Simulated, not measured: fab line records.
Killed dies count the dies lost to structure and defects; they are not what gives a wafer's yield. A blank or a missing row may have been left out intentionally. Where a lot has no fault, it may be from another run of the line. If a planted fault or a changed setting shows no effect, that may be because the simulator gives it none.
Which of the tools did it? || flow sky130 || 12 lots, 36 wafers sampled, at 5 steps of a route of 708

WHAT THE GAUGES SHOWED, per wafer
SKY_SONOS_ONO_OVL_MEAS_14.
{"lot": "L401", "measured": "day 12 09:02", "on": "overlay-02", "SONOS_ONO_OVL (nm)": "3.0 1.9 3.2"}
{"lot": "L402", "measured": "day 12 15:34", "on": "overlay-01", "SONOS_ONO_OVL (nm)": "3.7 0.5 2.8"}
{"lot": "L403", "measured": "day 13 01:08", "on": "overlay-02", "SONOS_ONO_OVL (nm)": "-1.2 0.8 -1.0"}
{"lot": "L405", "measured": "day 15 08:35", "on": "overlay-02", "SONOS_ONO_OVL (nm)": "-0.6 2.0 0.0"}
{"lot": "L412", "measured": "day 17 01:42", "on": "overlay-01", "SONOS_ONO_OVL (nm)": "0.2 -1.6 -2.4"}
{"lot": "L415", "measured": "day 17 11:12", "on": "overlay-01", "SONOS_ONO_OVL (nm)": "1.3 0.1 0.2"}
{"lot": "L416", "measured": "day 17 21:41", "on": "overlay-01", "SONOS_ONO_OVL (nm)": "3.0 1.4 1.2"}
{"lot": "L417", "measured": "day 18 01:25", "on": "overlay-01", "SONOS_ONO_OVL (nm)": "0.5 0.7 -0.4"}
{"lot": "L418", "measured": "day 18 07:26", "on": "overlay-01", "SONOS_ONO_OVL (nm)": "0.6 0.3 2.7"}
{"lot": "L419", "measured": "day 18 17:42", "on": "overlay-02", "SONOS_ONO_OVL (nm)": "1.5 2.0 -1.0"}
{"lot": "L420", "measured": "day 19 00:40", "on": "overlay-02", "SONOS_ONO_OVL (nm)": "-1.2 -0.4 -2.0"}
{"lot": "L423", "measured": "day 20 04:25", "on": "overlay-02", "SONOS_ONO_OVL (nm)": "3.3 2.0 2.7"}

SKY_LDD_N_TW_MEAS_17.
{"lot": "L401", "measured": "day 17 07:12", "on": "filmMetro-01", "LDD_N_TW": "2581 2590 2591"}
{"lot": "L402", "measured": "day 17 15:14", "on": "filmMetro-04", "LDD_N_TW": "2599 2604 2608"}
{"lot": "L403", "measured": "day 18 02:28", "on": "filmMetro-04", "LDD_N_TW": "2607 2588 2609"}
{"lot": "L405", "measured": "day 20 18:21", "on": "filmMetro-01", "LDD_N_TW": "2587 2601 2576"}
{"lot": "L412", "measured": "day 22 14:31", "on": "filmMetro-03", "LDD_N_TW": "2603 2597 2600"}
{"lot": "L415", "measured": "day 23 01:08", "on": "filmMetro-03", "LDD_N_TW": "2593 2611 2578"}
{"lot": "L416", "measured": "day 23 08:58", "on": "filmMetro-04", "LDD_N_TW": "2609 2606 2590"}
{"lot": "L417", "measured": "day 23 14:27", "on": "filmMetro-04", "LDD_N_TW": "2600 2599 2611"}
{"lot": "L418", "measured": "day 23 20:47", "on": "filmMetro-01", "LDD_N_TW": "2589 2587 2592"}
{"lot": "L419", "measured": "day 24 05:47", "on": "filmMetro-03", "LDD_N_TW": "2596 2583 2593"}
{"lot": "L420", "measured": "day 24 12:47", "on": "filmMetro-04", "LDD_N_TW": "2620 2623 2610"}
{"lot": "L423", "measured": "day 25 14:45", "on": "filmMetro-03", "LDD_N_TW": "2576 2585 2583"}

TOOL THAT RAN EACH LOT (tool first, then ch and the chambers of the sampled wafers, then the start)
{"lot": "L401", "SKY_DNWELL_STRIP_08": "plasmaAsher-04 ch 0,1, day 3 04:55", "SKY_GATE_OXIDE_SOFTBAKE_06": "lithoTrack-03 ch 0, day 12 22:58", "SKY_GATE_OXIDE_STRIP_13": "plasmaAsher-03 ch 0,1, day 13 12:05"}
{"lot": "L402", "SKY_DNWELL_STRIP_08": "plasmaAsher-02 ch 0, day 3 08:40", "SKY_GATE_OXIDE_SOFTBAKE_06": "lithoTrack-03 ch 0, day 13 06:11", "SKY_GATE_OXIDE_STRIP_13": "plasmaAsher-01 ch 0,1, day 13 19:42"}
{"lot": "L403", "SKY_DNWELL_STRIP_08": "plasmaAsher-02 ch 0,1, day 3 15:07", "SKY_GATE_OXIDE_SOFTBAKE_06": "lithoTrack-04 ch 0, day 13 15:28", "SKY_GATE_OXIDE_STRIP_13": "plasmaAsher-01 ch 0, day 14 04:23"}
{"lot": "L405", "SKY_DNWELL_STRIP_08": "plasmaAsher-02 ch 0,1, day 4 22:51", "SKY_GATE_OXIDE_SOFTBAKE_06": "lithoTrack-01 ch 0, day 16 00:53", "SKY_GATE_OXIDE_STRIP_13": "plasmaAsher-01 ch 0,1, day 16 14:53"}
{"lot": "L412", "SKY_DNWELL_STRIP_08": "plasmaAsher-02 ch 0,1, day 6 01:09", "SKY_GATE_OXIDE_SOFTBAKE_06": "lithoTrack-03 ch 0, day 17 19:10", "SKY_GATE_OXIDE_STRIP_13": "plasmaAsher-04 ch 0,1, day 18 10:01"}
{"lot": "L415", "SKY_DNWELL_STRIP_08": "plasmaAsher-02 ch 0,1, day 6 09:49", "SKY_GATE_OXIDE_SOFTBAKE_06": "lithoTrack-03 ch 0, day 18 04:16", "SKY_GATE_OXIDE_STRIP_13": "plasmaAsher-03 ch 0,1, day 18 19:58"}
{"lot": "L416", "SKY_DNWELL_STRIP_08": "plasmaAsher-03 ch 0,1, day 6 18:36", "SKY_GATE_OXIDE_SOFTBAKE_06": "lithoTrack-03 ch 0, day 18 14:16", "SKY_GATE_OXIDE_STRIP_13": "plasmaAsher-03 ch 0,1, day 19 05:49"}
{"lot": "L417", "SKY_DNWELL_STRIP_08": "plasmaAsher-04 ch 0,1, day 6 19:25", "SKY_GATE_OXIDE_SOFTBAKE_06": "lithoTrack-03 ch 0, day 18 19:25", "SKY_GATE_OXIDE_STRIP_13": "plasmaAsher-04 ch 0,1, day 19 10:15"}
{"lot": "L418", "SKY_DNWELL_STRIP_08": "plasmaAsher-03 ch 0,1, day 7 00:58", "SKY_GATE_OXIDE_SOFTBAKE_06": "lithoTrack-04 ch 0, day 19 01:05", "SKY_GATE_OXIDE_STRIP_13": "plasmaAsher-04 ch 0,1, day 19 16:55"}
{"lot": "L419", "SKY_DNWELL_STRIP_08": "plasmaAsher-03 ch 0,1, day 7 05:30", "SKY_GATE_OXIDE_SOFTBAKE_06": "lithoTrack-04 ch 0, day 19 11:41", "SKY_GATE_OXIDE_STRIP_13": "plasmaAsher-01 ch 1, day 20 03:48"}
{"lot": "L420", "SKY_DNWELL_STRIP_08": "plasmaAsher-02 ch 0,1, day 7 08:30", "SKY_GATE_OXIDE_SOFTBAKE_06": "lithoTrack-01 ch 0, day 19 18:04", "SKY_GATE_OXIDE_STRIP_13": "plasmaAsher-01 ch 0,1, day 20 09:43"}
{"lot": "L423", "SKY_DNWELL_STRIP_08": "plasmaAsher-03 ch 0,1, day 8 04:00", "SKY_GATE_OXIDE_SOFTBAKE_06": "lithoTrack-04 ch 0, day 20 20:53", "SKY_GATE_OXIDE_STRIP_13": "plasmaAsher-01 ch 0,1, day 21 12:17"}
- SKY_DNWELL_STRIP_08: strips in O2/N2.
- SKY_GATE_OXIDE_SOFTBAKE_06: time 60 s.
- SKY_GATE_OXIDE_STRIP_13: strips in O2/N2.

WHAT THE TOOLS THEMSELVES READ (means of the sampled wafers that have a number; where no wafer has one, the mark that the record gives instead)
SKY_DNWELL_STRIP_08.
{"lot": "L401", "tool": "plasmaAsher-04", "drypumpMotorCurrentA (A)": 5.5, "oesProductAu (a.u.)": 0.720, "stripTimeToEndpointS (s)": 37.00}
{"lot": "L402", "tool": "plasmaAsher-02", "drypumpMotorCurrentA (A)": 5.8, "oesProductAu (a.u.)": 0.718, "stripTimeToEndpointS (s)": 37.16}
{"lot": "L403", "tool": "plasmaAsher-02", "drypumpMotorCurrentA (A)": 6.0, "oesProductAu (a.u.)": 0.723, "stripTimeToEndpointS (s)": 37.12}
{"lot": "L405", "tool": "plasmaAsher-02", "drypumpMotorCurrentA (A)": 6.2, "oesProductAu (a.u.)": 0.721, "stripTimeToEndpointS (s)": 37.20}
{"lot": "L412", "tool": "plasmaAsher-02", "drypumpMotorCurrentA (A)": 6.2, "oesProductAu (a.u.)": 0.725, "stripTimeToEndpointS (s)": 37.14}
{"lot": "L415", "tool": "plasmaAsher-02", "drypumpMotorCurrentA (A)": 6.0, "oesProductAu (a.u.)": 0.719, "stripTimeToEndpointS (s)": 36.90}
{"lot": "L416", "tool": "plasmaAsher-03", "drypumpMotorCurrentA (A)": 4.9, "oesProductAu (a.u.)": 0.725, "stripTimeToEndpointS (s)": 37.17}
{"lot": "L417", "tool": "plasmaAsher-04", "drypumpMotorCurrentA (A)": 5.5, "oesProductAu (a.u.)": 0.722, "stripTimeToEndpointS (s)": 36.89}
{"lot": "L418", "tool": "plasmaAsher-03", "drypumpMotorCurrentA (A)": 4.9, "oesProductAu (a.u.)": 0.723, "stripTimeToEndpointS (s)": 37.08}
{"lot": "L419", "tool": "plasmaAsher-03", "drypumpMotorCurrentA (A)": 4.9, "oesProductAu (a.u.)": 0.721, "stripTimeToEndpointS (s)": 37.00}
{"lot": "L420", "tool": "plasmaAsher-02", "drypumpMotorCurrentA (A)": 6.2, "oesProductAu (a.u.)": 0.718, "stripTimeToEndpointS (s)": 37.13}
{"lot": "L423", "tool": "plasmaAsher-03", "drypumpMotorCurrentA (A)": 4.9, "oesProductAu (a.u.)": 0.723, "stripTimeToEndpointS (s)": 37.08}

SKY_GATE_OXIDE_SOFTBAKE_06.
{"lot": "L401", "tool": "lithoTrack-03", "heaterPowerTotalW (W)": 56.58, "plateTempC (C)": 89.97, "runLengthS (s)": 89.21}
{"lot": "L402", "tool": "lithoTrack-03", "heaterPowerTotalW (W)": 56.55, "plateTempC (C)": 89.93, "runLengthS (s)": 89.13}
{"lot": "L403", "tool": "lithoTrack-04", "heaterPowerTotalW (W)": 56.53, "plateTempC (C)": 90.01, "runLengthS (s)": 89.22}
{"lot": "L405", "tool": "lithoTrack-01", "heaterPowerTotalW (W)": 56.59, "plateTempC (C)": 90.15, "runLengthS (s)": 88.87}
{"lot": "L412", "tool": "lithoTrack-03", "heaterPowerTotalW (W)": 56.58, "plateTempC (C)": 89.92, "runLengthS (s)": 89.16}
{"lot": "L415", "tool": "lithoTrack-03", "heaterPowerTotalW (W)": 64.80, "plateTempC (C)": "-", "runLengthS (s)": 68.80}
{"lot": "L416", "tool": "lithoTrack-03", "heaterPowerTotalW (W)": 64.82, "plateTempC (C)": "-", "runLengthS (s)": 68.88}
{"lot": "L417", "tool": "lithoTrack-03", "heaterPowerTotalW (W)": 64.81, "plateTempC (C)": "-", "runLengthS (s)": 68.73}
{"lot": "L418", "tool": "lithoTrack-04", "heaterPowerTotalW (W)": 56.56, "plateTempC (C)": 90.09, "runLengthS (s)": 89.16}
{"lot": "L419", "tool": "lithoTrack-04", "heaterPowerTotalW (W)": 56.60, "plateTempC (C)": 90.20, "runLengthS (s)": 89.20}
{"lot": "L420", "tool": "lithoTrack-01", "heaterPowerTotalW (W)": 56.58, "plateTempC (C)": 90.00, "runLengthS (s)": 89.03}
{"lot": "L423", "tool": "lithoTrack-04", "heaterPowerTotalW (W)": 56.61, "plateTempC (C)": 90.04, "runLengthS (s)": 89.16}

SKY_GATE_OXIDE_STRIP_13.
{"lot": "L401", "tool": "plasmaAsher-03", "drypumpMotorCurrentA (A)": 4.9, "oesProductAu (a.u.)": 0.714, "stripTimeToEndpointS (s)": 14.24}
{"lot": "L402", "tool": "plasmaAsher-01", "drypumpMotorCurrentA (A)": 5.6, "oesProductAu (a.u.)": 0.713, "stripTimeToEndpointS (s)": 14.27}
{"lot": "L403", "tool": "plasmaAsher-01", "drypumpMotorCurrentA (A)": 6.0, "oesProductAu (a.u.)": 0.717, "stripTimeToEndpointS (s)": 14.21}
{"lot": "L405", "tool": "plasmaAsher-01", "drypumpMotorCurrentA (A)": 5.6, "oesProductAu (a.u.)": 0.713, "stripTimeToEndpointS (s)": 14.20}
{"lot": "L412", "tool": "plasmaAsher-04", "drypumpMotorCurrentA (A)": 5.5, "oesProductAu (a.u.)": 0.721, "stripTimeToEndpointS (s)": 14.24}
{"lot": "L415", "tool": "plasmaAsher-03", "drypumpMotorCurrentA (A)": 4.9, "oesProductAu (a.u.)": 0.711, "stripTimeToEndpointS (s)": 14.31}
{"lot": "L416", "tool": "plasmaAsher-03", "drypumpMotorCurrentA (A)": 4.9, "oesProductAu (a.u.)": 0.714, "stripTimeToEndpointS (s)": 14.32}
{"lot": "L417", "tool": "plasmaAsher-04", "drypumpMotorCurrentA (A)": 5.4, "oesProductAu (a.u.)": 0.716, "stripTimeToEndpointS (s)": 14.32}
{"lot": "L418", "tool": "plasmaAsher-04", "drypumpMotorCurrentA (A)": 5.4, "oesProductAu (a.u.)": 0.715, "stripTimeToEndpointS (s)": 14.13}
{"lot": "L419", "tool": "plasmaAsher-01", "drypumpMotorCurrentA (A)": 4.9, "oesProductAu (a.u.)": 0.710, "stripTimeToEndpointS (s)": 14.21}
{"lot": "L420", "tool": "plasmaAsher-01", "drypumpMotorCurrentA (A)": 5.4, "oesProductAu (a.u.)": 0.719, "stripTimeToEndpointS (s)": 14.18}
{"lot": "L423", "tool": "plasmaAsher-01", "drypumpMotorCurrentA (A)": 5.6, "oesProductAu (a.u.)": 0.710, "stripTimeToEndpointS (s)": 14.21}

THE ANSWER, worked out from the rows above alone
Rule: what is usual is taken from the lots themselves. Put in order of their means at a reading, lots are off if they are a third of the lots or fewer, leave a main group of 4 or more, and stand apart from it by a gap of 3 or more times the standard deviation of the main group's means; of several such gaps the widest counts. If all means in a main group match to the digits the tables above print for the reading, that group is not used. Also off: a lot with no number at a reading for which 4 or more lots have one. All remaining lots with rows at the step are treated as sound. The gauges are gone through in route order, then the tools' own readings, and for those a lot's mean is taken as printed above. At the first step where some lot is off, the reading lying furthest off is the one used; lots without a number count as furthest.
Off: L415, L416, L417, at SKY_GATE_OXIDE_SOFTBAKE_06 (plateTempC). Without a number there: L415, L416, L417. Main group: mean 90.03 C, sd 0.091.
A tool fits if, at that step or a process step before it, it ran every lot that is off, and no sound lot after the first of them. One candidate fits, namely lithoTrack-03 at SKY_GATE_OXIDE_SOFTBAKE_06. Its last sound lot is L412 (day 17 19:10), its first lot that is off L415 (day 18 04:16): a fault that began between those two fits.
The tool's own readings at SKY_GATE_OXIDE_SOFTBAKE_06 bear it out: on the lots that are off they differ by more than 5 times the standard deviation of the sound lots' means. heaterPowerTotalW reads 64.81 W there against 56.58 W on the sound lots; runLengthS reads 68.80 s there against 89.13 s on the sound lots.
Blank at SKY_GATE_OXIDE_SOFTBAKE_06 on the lots that are off, where sound lots have numbers: plateTempC.

WHAT THE SIMULATOR HAD PUT IN
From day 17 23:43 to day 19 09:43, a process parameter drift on lithoTrack-03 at SKY_GATE_OXIDE_SOFTBAKE_06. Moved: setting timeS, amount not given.
Shown lots that were struck: L415, L416, L417. The same result came from the rule above.
